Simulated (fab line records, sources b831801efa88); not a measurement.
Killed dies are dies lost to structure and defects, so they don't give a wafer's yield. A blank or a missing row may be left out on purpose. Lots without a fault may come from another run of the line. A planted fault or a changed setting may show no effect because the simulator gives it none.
A struck lot beside a sound one | flow sky130 | 17 steps out of a route of 708
Sound: wafers L374.1, L374.3, L374.6. Struck: wafers L386.1, L386.2, L386.4. The cause comes at the end.
At each step with rows: each side's tool, then ch and its chambers, then its first start. Under that, the readings that differ: sound wafers | struck wafers | difference of the means | sigmas: that difference in standard deviations of wafers without a fault.
alike: readings whose means differ by less than 2 such deviations, and words and numbers that are the same on both sides. not compared: withheld readings, readings that some wafer has no value for, bounds like >300 that may hide the same value, and numbers for which the record gives no deviation and whose values overlap.
The two part at a step that has a row with sigmas, a row that says differs or no value, or rows on one side only. Numbers that don't overlap but have no deviation are shown without sigmas and don't part them. A reading that every wafer of one side lacks parts them only if that side has two wafers or more.

first, 1 step without rows for these wafers: SKY_VT_ADJUST_PCH_IMPLANT_08.
SKY_VT_ADJUST_PCH_STRIP_09: strips in O2/N2.
  sound on plasma_asher-01 ch 0,1, day 10 21:19; struck on plasma_asher-03 ch 0,1, day 14 15:16
  alike: drypump_motor_current_A, o2_flow_sccm, oes_product_au, strip_time_to_endpoint_s
  not compared: rf_hours_counter_h
SKY_VT_ADJUST_PCH_TW_MEAS_10:
  sound on film_metro-03, day 10 21:25; struck on film_metro-01, day 14 15:22
  alike: VT_ADJUST_PCH_TW
then, 7 steps without rows for these wafers: SKY_SONOS_TUNNEL_DEHYDRATE_00 (time 60 s); SKY_SONOS_TUNNEL_HMDS_01 (prime time 60 s); SKY_SONOS_TUNNEL_COAT_02 (resist thk 1140 nm); SKY_SONOS_TUNNEL_SOFTBAKE_03 (time 60 s); SKY_SONOS_TUNNEL_EXPOSE_04 (exposes mask TUNM, target cd 410 nm); SKY_SONOS_TUNNEL_PEB_05; SKY_SONOS_TUNNEL_DEVELOP_06 (develop time 60 s).
SKY_SONOS_TUNNEL_CD_MEAS_07: target cd 410 nm.
  sound on cd_sem-01, day 11 21:25; struck on cd_sem-02, day 15 17:44
  alike: cd_nm
SKY_SONOS_TUNNEL_OVL_MEAS_08:
  sound on overlay-01, day 11 21:32; struck on overlay-01, day 15 17:51
  reading               | sound       | struck         | difference | sigmas
  SONOS_TUNNEL_OVL (nm) | 1.2 1.4 1.4 | -1.4 -1.1 -2.7 | -3.1       | -2
SKY_SONOS_TUNNEL_IMPLANT_09:
  sound on implanter-02 ch 0, day 11 21:34; struck on implanter-02 ch 0, day 15 17:53
  reading            | sound                          | struck                       | difference | sigmas
  dose_ions_cm2      | 9.998e+11 1.0001e+12 9.999e+11 | 2.897e+11 2.894e+11 2.92e+11 | -7.096e+11 | -99 or more
  faraday_current_uA | 5.69 5.58 5.47                 | 1.60 1.68 1.63               | -3.94      | -33
then, 2 steps without rows for these wafers: SKY_SONOS_TUNNEL_WET_ETCH_10 (etches SiO2 in dHF, target depth 14 nm, time 280 s); SKY_SONOS_TUNNEL_STRIP_11 (strips in SPM, time 600 s).
SKY_SONOS_TUNNEL_TW_MEAS_12:
  sound on film_metro-04, day 11 21:59; struck on film_metro-02, day 15 18:36
  reading         | sound             | struck            | difference | sigmas
  SONOS_TUNNEL_TW | 199.5 198.5 198.5 | 140.4 140.0 140.6 | -58.5      | -39
  not compared: hold
-- the record jumps here: 34 days lie between the struck wafers' starts before and after (it left off in module SONOS_TUNNEL and takes up again in module PAD_OPEN, whose first step shown is number 708 of the route) --
SKY_PAD_OPEN_PROBE_99:
  sound on prober-01, day 46 08:19; struck on prober-01, day 49 08:14
  reading                                     | sound                   | struck                 | difference | sigmas
  model.etest.tip_sonos.rs_ohm_sq             | 2747 2680 2763          | 2479 2444 2447         | -273       |
  model.etest.sonos_uncharged.r_on_ohm_um     | 797.7 788.8 793.7       | 760.8 757.8 763.6      | -32.7      |
  model.etest.sonos_programmed.off_log10_a_um | -14.05 -13.98 -13.85    | -12.02 -12.06 -12.25   | +1.85      |
  model.etest.sonos_erased.vt_v (V)           | -2.263 -2.289 -2.297    | -2.49 -2.554 -2.51     | -0.23      |
  model.etest.sonos_uncharged.vt_v (V)        | -0.4141 -0.4562 -0.4589 | -0.6209 -0.656 -0.6381 | -0.1953    |
  model.etest.sonos_baked.vt_v (V)            | 0.941 0.9297 0.9508     | 0.8174 0.7886 0.7387   | -0.1589    |
  model.etest.sonos_programmed.vt_v (V)       | 1.431 1.502 1.431       | 1.295 1.311 1.269      | -0.163     |
  alike: killed_at_M0_to_M3, killed_at_M4_up, killed_at_contacts, killed_at_front_end, killed_at_other, killed_dies, killed_open, killed_short

WHERE THEY PART
First at SKY_SONOS_TUNNEL_OVL_MEAS_08; last, within this record, at SKY_SONOS_TUNNEL_TW_MEAS_12. Later steps at which nothing parts them and some readings are alike: SKY_PAD_OPEN_PROBE_99.

WHY: what the simulator had put in
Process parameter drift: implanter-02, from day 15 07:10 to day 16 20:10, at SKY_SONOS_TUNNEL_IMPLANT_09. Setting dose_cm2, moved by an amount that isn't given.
